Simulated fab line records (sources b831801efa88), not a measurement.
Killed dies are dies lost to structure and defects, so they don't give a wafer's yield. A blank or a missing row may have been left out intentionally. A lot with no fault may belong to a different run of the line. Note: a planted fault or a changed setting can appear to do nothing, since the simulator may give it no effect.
The tool behind it: which one? / flow sky130 / 7 lots, 21 wafers sampled, at 2 steps of a route of 708

WHAT THE GAUGES SHOWED, per wafer
SKY_SONOS_ONO_THK_MEAS_05.
lot=L893; measured=day 12 00:52; on=film_metro-04; SONOS_ONO_CVD_04_THK (nm)=5.75 5.70 5.67
lot=L895; measured=day 12 17:49; on=film_metro-04; SONOS_ONO_CVD_04_THK (nm)=5.55 5.52 5.49
lot=L899; measured=day 14 05:31; on=film_metro-01; SONOS_ONO_CVD_04_THK (nm)=5.55 5.53 5.63
lot=L901; measured=day 14 23:27; on=film_metro-04; SONOS_ONO_CVD_04_THK (nm)=5.67 5.68 5.50
lot=L903; measured=day 15 07:47; on=film_metro-01; SONOS_ONO_CVD_04_THK (nm)=5.73 5.78 5.69
lot=L911; measured=day 18 05:18; on=film_metro-04; SONOS_ONO_CVD_04_THK (nm)=4.86 4.83 4.81
lot=L913; measured=day 18 17:50; on=film_metro-04; SONOS_ONO_CVD_04_THK (nm)=4.76 4.82 4.75

WHAT TOOL EACH LOT RAN ON (gives the tool, then ch and the chambers of the sampled wafers, and finally the start)
lot=L893; SKY_SONOS_ONO_CVD_04=lpcvd-03 ch 1, day 11 23:35
lot=L895; SKY_SONOS_ONO_CVD_04=lpcvd-03 ch 1, day 12 16:34
lot=L899; SKY_SONOS_ONO_CVD_04=lpcvd-03 ch 1, day 14 04:16
lot=L901; SKY_SONOS_ONO_CVD_04=lpcvd-03 ch 0, day 14 22:08
lot=L903; SKY_SONOS_ONO_CVD_04=lpcvd-03 ch 0, day 15 06:32
lot=L911; SKY_SONOS_ONO_CVD_04=lpcvd-03 ch 0, day 18 04:03
lot=L913; SKY_SONOS_ONO_CVD_04=lpcvd-03 ch 1, day 18 16:35
- SKY_SONOS_ONO_CVD_04: deposits SiO2 from SiH4/N2O, target thk 5.7199 nm.

THE ANSWER, worked out from the rows above alone
Rule: the usual values come from the lots themselves. Put in order of their means at a reading, lots are off if they are a third of the lots or fewer, leave a main group of 4 or more, and stand apart from it by a gap of 3 or more times the standard deviation of the main group's means; of several such gaps the widest counts. If all means in a main group match to the digits the tables above print for the reading, that group is not used. Also off: a lot with no number at a reading for which 4 or more lots have one. The other lots that the step has rows for count as sound.
Off: at SKY_SONOS_ONO_THK_MEAS_05 (SONOS_ONO_CVD_04_THK), L911, L913. The main group: mean 5.63 nm, standard deviation 0.081.
If a tool, at a process step before that reading, ran all the lots that are off and no sound lot after the first of them, it fits. Gauges at SKY_SONOS_ONO_THK_MEAS_05: tried the same way as those tools. This does not decide it: 2 tools fit, namely lpcvd-03 at SKY_SONOS_ONO_CVD_04 and film_metro-04 at SKY_SONOS_ONO_THK_MEAS_05.

WHAT WAS PUT IN BY THE SIMULATOR
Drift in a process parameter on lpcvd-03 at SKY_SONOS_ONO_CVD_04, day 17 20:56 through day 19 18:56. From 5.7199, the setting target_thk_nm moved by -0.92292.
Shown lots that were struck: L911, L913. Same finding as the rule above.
